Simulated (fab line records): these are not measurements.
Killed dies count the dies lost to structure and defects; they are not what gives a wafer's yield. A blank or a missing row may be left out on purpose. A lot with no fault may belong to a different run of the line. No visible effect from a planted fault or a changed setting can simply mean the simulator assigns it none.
Struck lot and sound lot, side by side	flow sky130	22 steps out of a route of 708
Sound: these wafers, L418.1, L418.2, L418.5. The struck wafers were L423.1, L423.3, L423.5. The cause is named last.
For every step that has rows: the tool of each side, followed by ch and its chambers, followed by its first start. Under that, the readings that differ: sound wafers	struck wafers	difference of the means	sigmas: that difference in standard deviations of wafers without a fault.
alike: readings whose means differ by less than 2 such deviations, and words and numbers that are the same on both sides. not compared: withheld readings, readings that some wafer has no value for, bounds like >300 that may hide the same value, and numbers for which the record gives no deviation and whose values overlap.
The two part at a step that has a row with sigmas, a row that says differs or no value, or rows on one side only. Numbers that don't overlap but have no deviation are shown without sigmas and don't part them. A reading missing from all wafers of one side parts the sides only when that side holds two or more wafers.

first, 4 steps without rows for these wafers: SKY_NWELL_SOFTBAKE_06; SKY_NWELL_EXPOSE_07 (exposes mask NWM, target cd 840 nm); SKY_NWELL_PEB_08; SKY_NWELL_DEVELOP_09 (develop time 60 s).
SKY_NWELL_OVL_MEAS_10:
  sound on overlay-01 at day 6 06:23; struck on overlay-02 at day 7 10:04
  alike: NWELL_00_OVL
then, 3 steps without rows for these wafers: SKY_NWELL_IMPLANT_11; SKY_NWELL_IMPLANT_12; SKY_NWELL_IMPLANT_13.
SKY_NWELL_STRIP_14: strips in O2/N2.
  sound on plasmaAsher-02 ch 0,1, day 6 06:53; struck on plasmaAsher-01 ch 0, day 7 10:33
reading	sound	struck	difference	sigmas
drypumpMotorCurrentA (A)	6.0 5.4 6.0	4.9 4.9 4.9	-0.9	-2
  alike: oesProductAu, stripTimeToEndpointS
  not compared: rfHoursCounterH
SKY_NWELL_TW_MEAS_15:
  sound on filmMetro-03 at day 6 06:59; struck on filmMetro-03 at day 7 10:39
  alike: NWELL_TW
then, 2 steps without rows for these wafers: SKY_NWELL_DEHYDRATE_16 (time 60 s); SKY_NWELL_HMDS_17 (prime time 60 s).
SKY_NWELL_COAT_18: resist thk 3000 nm.
  sound on lithoTrack-02 ch 0, day 6 14:38; struck on lithoTrack-02 ch 0, day 7 19:41
reading	sound	struck	difference	sigmas
resistLineTempC (C)	23.23 23.18 23.32	22.79 22.81 22.76	-0.46	-4
model.coat_of_NWELL_COAT_18.thkNm (nm)	2995 2995 2986	1899 1901 1906	-1090	
then, 3 steps without rows for these wafers: SKY_NWELL_SOFTBAKE_19; SKY_NWELL_EXPOSE_20 (exposes mask NWM COMPLEMENT, target cd 840 nm); SKY_NWELL_PEB_21.
SKY_NWELL_DEVELOP_22: develop time 60 s.
  sound on lithoTrack-04 ch 0; struck on lithoTrack-04 ch 0
reading	sound	struck	difference	sigmas
model.coat_of_NWELL_COAT_18.thkNm (nm)	2990 2990 2981	1895 1897 1902	-1089	
  alike: resistLineTempC
SKY_NWELL_OVL_MEAS_23:
  sound on overlay-02 at day 7 00:27; struck on overlay-02 at day 8 06:21
  alike: NWELL_01_OVL
after that, 1 step had no rows for these wafers: SKY_NWELL_IMPLANT_24.
SKY_NWELL_STRIP_25: strips in O2/N2.
  sound on plasmaAsher-02 ch 0,1, day 7 00:38; struck on plasmaAsher-04 ch 0,1, day 8 06:32
reading	sound	struck	difference	sigmas
stripTimeToEndpointS (s)	36.85 36.85 36.74	24.17 24.18 24.25	-12.61	-99 or more
  alike: drypumpMotorCurrentA, oesProductAu
  not compared: rfHoursCounterH
SKY_NWELL_TW_MEAS_26:
  sound on filmMetro-03 at day 7 00:44; struck on filmMetro-04 at day 8 06:38
  alike: NWELL_2_TW
-- the record jumps here: 41 days lie between the struck wafers' starts before and after (it left off in module NWELL and takes up again in module PAD_OPEN, whose first step shown is number 708 of the route) --
SKY_PAD_OPEN_PROBE_99:
  sound on prober-01 at day 47 18:10; struck on prober-02 at day 49 08:19
reading	sound	struck	difference	sigmas
killed_at_M0_to_M3	38 33 49	60 39 69	+16	+2
killedOpen	43 36 46	62 45 58	+13	+2
model.etest.resIsoPwell.widthNm (nm)	2652 2659 2652	2751 2755 2744	+96	
model.etest.resNwell.widthNm (nm)	835.7 834.1 831.9	792 789.9 788.6	-44	
model.etest.pfet_16v.driveUaUm	237.9 240.9 240.2	253.4 254.6 257.1	+15.4	
  alike: killed_at_M4_up, killedAtContacts, killedAtFrontEnd, killedAtOther, killedDies, killedShort
  not compared: model.etest.nfet_16v.rOnOhmUm

== WHERE THEY PART ==
Last at SKY_PAD_OPEN_PROBE_99 as far as this record goes, first at SKY_NWELL_STRIP_14.

WHY: whatever the simulator had introduced
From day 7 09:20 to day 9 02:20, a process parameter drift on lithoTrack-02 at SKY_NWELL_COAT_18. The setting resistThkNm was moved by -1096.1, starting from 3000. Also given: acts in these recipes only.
